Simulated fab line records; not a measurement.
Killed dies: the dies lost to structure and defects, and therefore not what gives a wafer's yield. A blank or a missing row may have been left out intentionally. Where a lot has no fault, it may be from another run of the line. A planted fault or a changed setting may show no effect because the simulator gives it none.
Code-filled problem report in 8D (eight disciplines) form | flow sky130 | the parts of the form that need people (team, actions taken, sign-off) are left out

## 1. WHAT IS WRONG
Mean of o2FlowSccm at SKY_VT_ADJUST_LVTN_STRIP_09: 3594 sccm across 6 wafers in 2 lots; on wafers with no fault it is 2998 sccm (standard deviation 9.1). That is +65 standard deviations from the usual mean.
The step: strips in O2/N2.
Earliest sighting: wafer L456.1 on plasmaAsher-02 at day 12 06:31. At this step, 36 wafers from 12 lots have a number in the record. Rule for "out" (also "out of limits"): further than 4 standard deviations from the usual mean. The other wafers with a number count as sound.

## 2. WHAT IT IS, WHAT IT ISN'T
question                    | is                     | is not
which readings at this step | o2FlowSccm             | chamberPressureMTorr, drypumpMotorCurrentA, oesProductAu
which lots                  | L456, L457             | L438, L439, L441, L443, L445, L448, L450, L455, L458, L460
which wafers of those lots  | all that have a number | -
read on which tools         | plasmaAsher-02         | plasmaAsher-01, plasmaAsher-04
when                        | from day 12 06:31      | up to then (24 sound wafers); but 6 sound wafers of L458, L460 came after

## 3. SUSPECTS, AND WHAT RULES EACH OUT
Counting: a tool at any process step up to the reading remains a suspect when it ran all the lots that are out and ran no sound lot after the first of those.
- plasmaAsher-02 at SKY_VT_ADJUST_LVTN_STRIP_09 (strips in O2/N2): kept. All lots that are out passed through it, beginning with L456 at day 12 06:31, and no sound lot followed; its final sound lot before that point was L439 at day 6 22:52. Out on those wafers are its own readings of o2FlowSccm.
Remaining after the count: plasmaAsher-02 at SKY_VT_ADJUST_LVTN_STRIP_09.

## 4. THE CAUSE (what the simulator had put in)
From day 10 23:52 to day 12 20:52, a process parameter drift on plasmaAsher-02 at SKY_VT_ADJUST_LVTN_STRIP_09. Setting o2FlowSccm, moved by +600, from 3000. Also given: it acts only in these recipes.
Counting left only this tool.

## 5. SEQUENCE OF EFFECTS, ordered by route
Each row: a reading whose mean over the struck wafers that have a number lies more than 3 standard deviations from the usual. Only readings whose record carries a usual standard deviation are examined. hours: median over the lots of the time between each lot's start at the first step of this table that gives one and its start at this step. sigmas: the change, counted in usual standard deviations.
hours | step                        | reading    | usual     | on struck wafers | change | sigmas
0     | SKY_VT_ADJUST_LVTN_STRIP_09 | o2FlowSccm | 2998 sccm | 3594             | +596   | +65
It contains these process steps:
- SKY_VT_ADJUST_LVTN_STRIP_09: strips in O2/N2.
At these later measuring or inspecting steps, every struck wafer for which the step has a row has a number for every such reading, and none has moved that far: SKY_LDD_HVP_OVL_MEAS_07, SKY_CONTACT_RS_MEAS_25.

## 6. WHAT WOULD HAVE CAUGHT IT SOONER
The fault began at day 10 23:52; the first out-of-limits reading in this record came at day 12 06:31, 31 hours later.
